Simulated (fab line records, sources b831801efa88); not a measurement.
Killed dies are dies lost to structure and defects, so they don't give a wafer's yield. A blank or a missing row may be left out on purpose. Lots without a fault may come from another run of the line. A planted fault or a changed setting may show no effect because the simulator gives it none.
fab line records | flow sky130
record lots=8 wafers=24 last_day=46
route steps=708 shown NWELL@79 VT_ADJUST_HVTP@92 VT_ADJUST_LVTN@105
lots that met no fault: from a run of the same line without faults
start_h: hours from the record's first day to the start of the lot's first wafer shown | wait_h: hours since the lot's step before | " the same as in the row above | L1.1+2: a row that stands for several wafers | - no value, or no start given | * or withheld: withheld | < > ~ a bound
route shown NAME@n: a module of which the file shows steps, and the number in the route of the first | usual: mean/standard deviation of fault-free wafers | same: alike in all rows | chamber/n: place in a boat | sites: the reading at each site | _std_site: their standard deviation | _edge_site: outer sites' mean less inner sites' | radius_mm: how far each site lies from the wafer's centre | mask NAME#n: copy n | behind: the tool/chamber that last shaped the wafer | hold: why the lot was held/for how many hours/how that ended | device: the transistor (n, p or np) that didn't switch | end of line: the same wafers' tests at the end of the route | a step without rows: its recipe alone | killed: dies lost to structure and defects at the first sort, not the wafer's yield | map: a wafer's dies, x killed, . not, _ none there
set.NAME: the setting as run; set.NAME@STEP: as run at that earlier step | model.NAME: the simulator's own value behind a step, which no gauge read
steps of the route over a sample of lots; a table a step, a row a wafer
services: from which hour (start_h, from the record's first day; less than 0 if before it) a tool's chamber was out of use, for how many hours, and why
## steps
# step SKY_NWELL_TW_MEAS_26
# usual NWELL_2_TW=493/4.7
# columns lot.wafer tool chamber start_h wait_h NWELL_2_TW
L260.1 film_metro-04 - 100.17 0.1 495
L260.4 " - " " 492
L260.6 " - " " 493
L261.1 film_metro-03 - 107.12 0.1 488
L261.2 " - " " 491
L261.5 " - " " 490
L262.2 film_metro-04 - 116.71 0.1 492
L262.4 " - " " 494
L262.5 " - " " 489
L263.1 film_metro-01 - 121.37 0.1 499
L263.5 " - " " 498
L263.6 " - " " 499
L264.1 film_metro-04 - 127.61 0.1 494
L264.3 " - " " 495
L264.5 " - " " 492
L265.1 film_metro-01 - 135.57 0.1 500
L265.5 " - " " 500
L265.6 " - " " 499
L266.1 film_metro-01 - 137.91 0.1 498
L266.2 " - " " 498
L266.4 " - " " 496
L267.3 film_metro-01 - 141.24 0.1 501
L267.4 " - " " 498
L267.5 " - " " 497
# step SKY_NWELL_RTA_28
# recipe temp_c=1050 time_s=30 idle_temp_c=650 ramp_up_c_per_s=150 ramp_down_c_per_s=90 ambient=N2
# usual lamp_power_pct=25.30/0.056 ramp_down_c_per_s=90.001/0.016 ramp_up_c_per_s=150.00/0.027 wafer_temp_C_max=1055.0/1
# columns lot.wafer tool chamber start_h wait_h lamp_power_pct ramp_down_c_per_s ramp_up_c_per_s wafer_temp_C_max
L260.1 rtp_anneal-01 0 100.29 0.0 25.27 90.040 149.98 1055.7
L260.4 " 0 " " 25.31 89.998 150.01 1055.1
L260.6 " 0 " " 25.39 89.983 149.98 1055.0
L261.1 rtp_anneal-02 0 107.23 0.0 25.29 89.999 150.03 1054.8
L261.2 " 0 " " 25.18 89.975 149.98 1054.9
L261.5 " 0 " " 25.26 89.999 150.00 1055.7
L262.2 rtp_anneal-02 0 116.83 0.0 25.33 90.042 149.96 1056.9
L262.4 " 0 " " 25.38 89.983 150.01 1056.3
L262.5 " 0 " " 25.20 89.993 150.00 1054.7
L263.1 rtp_anneal-02 0 121.48 0.0 25.31 89.998 150.01 1056.1
L263.5 " 0 " " 25.35 89.990 150.03 1054.3
L263.6 " 0 " " 25.35 90.019 150.02 1054.8
L264.1 rtp_anneal-01 0 127.72 0.0 25.33 89.997 150.02 1055.5
L264.3 " 0 " " 25.36 90.023 149.99 1057.0
L264.5 " 0 " " 25.30 89.984 150.03 1057.9
L265.1 rtp_anneal-02 0 135.68 0.0 25.24 90.023 149.99 1056.3
L265.5 " 0 " " 25.37 89.969 149.99 1055.4
L265.6 " 0 " " 25.35 90.001 149.94 1054.4
L266.1 rtp_anneal-01 0 138.02 0.0 25.25 89.987 149.99 1054.6
L266.2 " 0 " " 25.22 90.006 149.96 1052.6
L266.4 " 0 " " 25.33 90.006 150.05 1054.0
L267.3 rtp_anneal-01 0 141.37 0.0 25.38 90.007 150.02 1054.0
L267.4 " 0 " " 25.37 90.000 150.03 1055.8
L267.5 " 0 " " 25.24 90.004 150.02 1054.7
# step SKY_VT_ADJUST_HVTP_CD_MEAS_07
# recipe target_cd_nm=380
# usual cd_nm=379.7/2.5
# columns lot.wafer tool chamber start_h wait_h cd_nm
L260.1 cd_sem-02 - 118.34 0.1 375.4
L260.4 " - " " 376.5
L260.6 " - " " 377.3
L261.1 cd_sem-01 - 124.87 0.1 375.4
L261.2 " - " " 378.3
L261.5 " - " " 375.5
L262.2 cd_sem-02 - 134.96 0.1 377.8
L262.4 " - " " 380.3
L262.5 " - " " 379.9
L263.1 cd_sem-01 - 138.99 0.1 380.5
L263.5 " - " " 380.9
L263.6 " - " " 382.3
L264.1 cd_sem-02 - 144.94 0.1 378.4
L264.3 " - " " 380.6
L264.5 " - " " 378.5
L265.1 cd_sem-01 - 153.62 0.1 380.5
L265.5 " - " " 378.8
L265.6 " - " " 384.2
L266.1 cd_sem-01 - 156.77 0.1 377.7
L266.2 " - " " 375.5
L266.4 " - " " 376.3
L267.3 cd_sem-01 - 160.41 0.1 374.6
L267.4 " - " " 375.2
L267.5 " - " " 376.6
# step SKY_VT_ADJUST_LVTN_IMPLANT_08
# recipe species=B energy_kev=30 dose_cm2=1.57e+12 tilt_deg=withheld
# usual beam_energy_keV=29.999/0.0092 implant_ion_amu=11/0
# columns lot.wafer tool chamber start_h wait_h beam_energy_keV implant_ion_amu
L260.1 implanter-02 0 135.86 0.0 29.969 11
L260.4 " 0 " " 29.991 11
L260.6 " 0 " " 29.991 11
L261.1 implanter-04 0 142.72 0.0 30.002 11
L261.2 " 0 " " 30.015 11
L261.5 " 0 " " 29.993 11
L262.2 implanter-04 0 153.39 0.0 29.983 11
L262.4 " 0 " " 29.980 11
L262.5 " 0 " " 29.994 11
L263.1 implanter-04 0 158.31 0.0 29.995 11
L263.5 " 0 " " 29.997 11
L263.6 " 0 " " 30.001 11
L264.1 implanter-03 0 164.35 0.0 30.004 31
L264.3 " 0 " " 30.000 31
L264.5 " 0 " " 30.006 31
L265.1 implanter-04 0 174.61 0.0 29.986 31
L265.5 " 0 " " 30.002 31
L265.6 " 0 " " 29.985 31
L266.1 implanter-03 0 177.70 0.0 30.007 31
L266.2 " 0 " " 30.001 31
L266.4 " 0 " " 30.004 31
L267.3 implanter-02 0 180.92 0.1 29.991 31
L267.4 " 0 " " 29.995 31
L267.5 " 0 " " 29.997 31
# step SKY_VT_ADJUST_LVTN_TW_MEAS_10
# usual VT_ADJUST_LVTN_TW=243.1/3
# columns lot.wafer tool chamber start_h wait_h VT_ADJUST_LVTN_TW
L260.1 film_metro-02 - 136.11 0.1 245.9
L260.4 " - " " 245.5
L260.6 " - " " 245.7
L261.1 film_metro-01 - 142.97 0.1 241.8
L261.2 " - " " 241.3
L261.5 " - " " 242.1
L262.2 film_metro-04 - 153.62 0.1 238.3
L262.4 " - " " 238.7
L262.5 " - " " 238.1
L263.1 film_metro-02 - 158.56 0.1 245.9
L263.5 " - " " 245.8
L263.6 " - " " 246.1
L264.1 film_metro-02 - 164.60 0.1 478.2
L264.3 " - " " 479.5
L264.5 " - " " 478.9
L265.1 film_metro-02 - 174.86 0.1 477.5
L265.5 " - " " 477.5
L265.6 " - " " 476.3
L266.1 film_metro-02 - 177.95 0.1 480.0
L266.2 " - " " 478.2
L266.4 " - " " 477.7
L267.3 film_metro-04 - 181.14 0.1 469.9
L267.4 " - " " 469.2
L267.5 " - " " 469.0
## services
# columns tool chamber start_h hours kind
implanter-04 - 106.29 2.4 pm
implanter-04 - 125.04 12.6 pm
implanter-04 - 179.91 3.7 pm
## key
first_sign step=SKY_VT_ADJUST_LVTN_IMPLANT_08 reading=implant_ion_amu direction=up sigmas=99+ usual=11 struck=31
effect step=SKY_VT_ADJUST_LVTN_TW_MEAS_10 reading=VT_ADJUST_LVTN_TW direction=up sigmas=78 usual=243.1 struck=476.0
met_at SKY_VT_ADJUST_LVTN_IMPLANT_08
struck_lots L264,L265,L266,L267
sort_left_out L264.1,L264.3,L264.5,L265.1,L265.5,L265.6,L266.1,L266.2,L266.4,L267.3,L267.4,L267.5
tester_left_out L264,L265,L266,L267
not_acting_at SKY_NWELL_TW_MEAS_26,SKY_NWELL_RTA_28,SKY_VT_ADJUST_HVTP_CD_MEAS_07
onset_between 158.31 164.35
fault kind=wrong_recipe_download tool=implanter-02,implanter-03,implanter-04 chamber=- onset_h=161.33 steps=SKY_VT_ADJUST_LVTN_IMPLANT_08 wrong_recipe.not_listed=1
# tester_left_out: of these lots the tester's yield and bins aren't shown, on N5 and GAA mostly nor the transistor test; their killed dies are dies lost to structure and defects alone, not to doping, threshold or leakage, so they don't give the yield
# sort_left_out: the simulated sort isn't trusted on such a fault, so these wafers' sort isn't shown, and their yield isn't known
